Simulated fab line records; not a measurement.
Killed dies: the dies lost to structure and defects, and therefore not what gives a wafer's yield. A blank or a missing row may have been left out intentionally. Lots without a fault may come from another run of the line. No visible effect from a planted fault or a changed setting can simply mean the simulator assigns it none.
Tool commonality check | flow gf180mcu | Lots sampled 12, wafers sampled 36

== REASON FOR OPENING ==
2 of 12 lots carry a flag on the reading HV_LDD_RS at GF_HV_LDD_RS_MEAS_53. No-fault wafers: 417.8 ohm/sq, standard deviation 0.98.
Rule: a lot gets a flag if all its wafers with a number sit over 4 standard deviations from that mean, or if no wafer of it has a number. As for the other lots, they are considered sound.

lot  | measured     | on           | HV_LDD_RS (ohm/sq), wafer by wafer | flag
L867 | day 12 16:09 | filmMetro-02 | 420.0 417.7 418.2                  | 
L869 | day 13 12:51 | filmMetro-02 | 418.7 417.6 419.0                  | 
L873 | day 14 18:55 | filmMetro-04 | 413.0 412.5 412.1                  | FLAGGED
L875 | day 15 10:32 | filmMetro-02 | 410.9 411.1 411.5                  | FLAGGED
L877 | day 16 01:41 | filmMetro-02 | 414.9 415.1 415.1                  | 
L881 | day 17 04:32 | filmMetro-02 | 418.2 418.1 418.4                  | 
L882 | day 17 15:46 | filmMetro-02 | 417.6 417.3 417.7                  | 
L884 | day 18 06:09 | filmMetro-02 | 416.9 417.2 417.2                  | 
L885 | day 18 13:31 | filmMetro-01 | 418.1 417.3 418.0                  | 
L887 | day 19 10:16 | filmMetro-01 | 417.6 417.1 416.9                  | 
L888 | day 19 15:55 | filmMetro-02 | 417.6 418.6 418.6                  | 
L889 | day 20 05:08 | filmMetro-04 | 418.5 419.1 418.3                  | 
The mean of the flagged lots' numbers is 411.9 ohm/sq, -5.9 ohm/sq from the usual (-6 standard deviations).

== TOOL THAT RAN EACH LOT ==
The record holds 3 process steps before the reading, out of a route of 602 steps. Each cell gives the tool, then ch followed by the chambers the sampled wafers passed through, then the start.
lot  | flag    | GF_HV_LDD_STRIP_22                  | GF_HV_LDD_IMPLANT_36            | GF_HV_LDD_STRIP_37
L867 |         | plasmaAsher-01 ch 0,1, day 11 00:16 | implanter-02 ch 0, day 11 19:52 | plasmaAsher-02 ch 0,1, day 11 20:01
L869 |         | plasmaAsher-01 ch 0,1, day 11 19:44 | implanter-02 ch 0, day 12 16:01 | plasmaAsher-02 ch 0, day 12 16:10
L873 | FLAGGED | plasmaAsher-03 ch 0,1, day 12 23:49 | implanter-02 ch 0, day 13 21:20 | plasmaAsher-01 ch 0,1, day 13 21:28
L875 | FLAGGED | plasmaAsher-02 ch 0,1, day 13 14:43 | implanter-02 ch 0, day 14 12:11 | plasmaAsher-01 ch 0,1, day 14 12:20
L877 |         | plasmaAsher-02 ch 0,1, day 14 05:43 | implanter-04 ch 0, day 15 03:22 | plasmaAsher-02 ch 0,1, day 15 03:31
L881 |         | plasmaAsher-03 ch 0,1, day 15 08:25 | implanter-03 ch 0, day 16 06:01 | plasmaAsher-03 ch 0,1, day 16 06:09
L882 |         | plasmaAsher-03 ch 0,1, day 15 17:52 | implanter-03 ch 0, day 16 16:22 | plasmaAsher-03 ch 0,1, day 16 16:29
L884 |         | plasmaAsher-03 ch 1, day 16 07:49   | implanter-02 ch 0, day 17 06:41 | plasmaAsher-01 ch 0,1, day 17 06:50
L885 |         | plasmaAsher-03 ch 0,1, day 16 14:13 | implanter-03 ch 0, day 17 13:35 | plasmaAsher-02 ch 0,1, day 17 13:43
L887 |         | plasmaAsher-02 ch 0,1, day 17 09:14 | implanter-02 ch 0, day 18 09:29 | plasmaAsher-01 ch 0,1, day 18 09:37
L888 |         | plasmaAsher-02 ch 0,1, day 17 15:04 | implanter-02 ch 0, day 18 15:13 | plasmaAsher-02 ch 0,1, day 18 15:21
L889 |         | plasmaAsher-03 ch 0,1, day 18 03:13 | implanter-03 ch 0, day 19 03:29 | plasmaAsher-02 ch 0,1, day 19 03:38
What the steps here do:
- GF_HV_LDD_STRIP_22: strips in O2/N2.
- GF_HV_LDD_IMPLANT_36
- GF_HV_LDD_STRIP_37: strips in O2/N2.
- GF_HV_LDD_RS_MEAS_53: measures by four-point-probe.

== FLAGGED OVER TOTAL, TOOL BY TOOL (the gauges that took the reading come last) ==
step                 | tool           | lots run | flagged | share of the flagged lots | sound lots run after its first flagged lot
GF_HV_LDD_STRIP_22   | plasmaAsher-01 | 2        | 0       | none                      | -
GF_HV_LDD_STRIP_22   | plasmaAsher-02 | 4        | 1       | some                      | 3 (L877,L887,L888)
GF_HV_LDD_STRIP_22   | plasmaAsher-03 | 6        | 1       | some                      | 5 (L881,L882,L884,L885,L889)
GF_HV_LDD_IMPLANT_36 | implanter-02   | 7        | 2       | all                       | 3 (L884,L887,L888)
GF_HV_LDD_IMPLANT_36 | implanter-03   | 4        | 0       | none                      | -
GF_HV_LDD_IMPLANT_36 | implanter-04   | 1        | 0       | none                      | -
GF_HV_LDD_STRIP_37   | plasmaAsher-01 | 4        | 2       | all                       | 2 (L884,L887)
GF_HV_LDD_STRIP_37   | plasmaAsher-02 | 6        | 0       | none                      | -
GF_HV_LDD_STRIP_37   | plasmaAsher-03 | 2        | 0       | none                      | -
GF_HV_LDD_RS_MEAS_53 | filmMetro-01   | 2        | 0       | none                      | -
GF_HV_LDD_RS_MEAS_53 | filmMetro-02   | 8        | 1       | some                      | 5 (L877,L881,L882,L884,L888)
GF_HV_LDD_RS_MEAS_53 | filmMetro-04   | 2        | 1       | some                      | 1 (L889)

== WHAT THE TABLE PERMITS ==
Rows of the table that ran all the flagged lots, 2 in number: implanter-02 at GF_HV_LDD_IMPLANT_36; plasmaAsher-01 at GF_HV_LDD_STRIP_37.
- implanter-02 at GF_HV_LDD_IMPLANT_36: 2 of its 7 lots flagged. After the first flagged lot (L884, L887, L888), sound lots still ran on it; a lasting fault on the whole tool would not permit that. Its own readings lie more than 4 standard deviations out on every wafer of the flagged lots: doseIonsCm2, faradayCurrentUA.
- plasmaAsher-01 at GF_HV_LDD_STRIP_37: 2 of its 4 lots flagged. After the first flagged lot (L884, L887), sound lots still ran on it; a lasting fault on the whole tool would not permit that.
No row of the table ran every flagged lot and no sound lot after the first.

== WHAT HAD BEEN PUT IN BY THE SIMULATOR ==
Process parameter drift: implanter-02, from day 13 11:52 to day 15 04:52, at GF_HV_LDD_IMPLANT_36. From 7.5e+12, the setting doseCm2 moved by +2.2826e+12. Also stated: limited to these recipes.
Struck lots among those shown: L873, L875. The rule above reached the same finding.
